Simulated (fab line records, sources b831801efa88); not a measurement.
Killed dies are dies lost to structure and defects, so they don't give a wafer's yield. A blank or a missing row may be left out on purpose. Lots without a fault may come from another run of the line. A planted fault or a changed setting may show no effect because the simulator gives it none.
Which tool did it? | flow sky130 | 6 lots, 18 wafers sampled, at 3 steps of a route of 708

WHAT THE GAUGES READ, wafer by wafer
SKY_VT_ADJUST_LVTN_TW_MEAS_21.
lot  | measured     | on            | VT_ADJUST_LVTN_2_TW
L972 | day 7 22:43  | film_metro-01 | 187.6 187.9 187.6
L976 | day 9 04:17  | film_metro-03 | 189.3 188.4 188.2
L981 | day 10 15:40 | film_metro-04 | 184.9 184.7 185.2
L983 | day 10 21:37 | film_metro-01 | 185.5 186.2 185.5
L986 | day 11 21:04 | film_metro-03 | 188.9 189.2 189.5
L991 | day 13 16:28 | film_metro-04 | 186.1 186.3 185.4

WHICH TOOL RAN EACH LOT (tool, then ch and the chambers of the sampled wafers, then the start)
lot  | SKY_FIELD_ISO_WET_ETCH_28      | SKY_NWELL_STRIP_14
L972 | wet_bench-04 ch 1, day 2 14:05 | plasma_asher-04 ch 0,1, day 4 18:31
L976 | wet_bench-02 ch 0, day 3 12:15 | plasma_asher-02 ch 0,1, day 5 19:17
L981 | wet_bench-02 ch 1, day 4 14:33 | plasma_asher-02 ch 0,1, day 7 01:37
L983 | wet_bench-02 ch 0, day 4 23:14 | plasma_asher-04 ch 0,1, day 7 10:43
L986 | wet_bench-03 ch 0, day 5 16:30 | plasma_asher-04 ch 0,1, day 8 05:46
L991 | wet_bench-04 ch 0, day 6 19:40 | plasma_asher-04 ch 0,1, day 9 21:17
- SKY_FIELD_ISO_WET_ETCH_28: etches SiO2 in dHF, target depth 23.7 nm, time 47 s.
- SKY_NWELL_STRIP_14: strips in O2/N2.

THE ANSWER, worked out from the rows above alone
Rule: what is usual is taken from the lots themselves. Put in order of their means at a reading, lots are off if they are a third of the lots or fewer, leave a main group of 4 or more, and stand apart from it by a gap of 3 or more times the standard deviation of the main group's means; of several such gaps the widest counts. A main group whose means are all the same, to the digits that the tables above print for the reading, isn't used. A lot without any number at a reading at which 4 lots or more have one is off too. The other lots that the step has rows for count as sound.
No lot is off at any reading shown: from this, nothing can be told.

WHAT THE SIMULATOR HAD PUT IN
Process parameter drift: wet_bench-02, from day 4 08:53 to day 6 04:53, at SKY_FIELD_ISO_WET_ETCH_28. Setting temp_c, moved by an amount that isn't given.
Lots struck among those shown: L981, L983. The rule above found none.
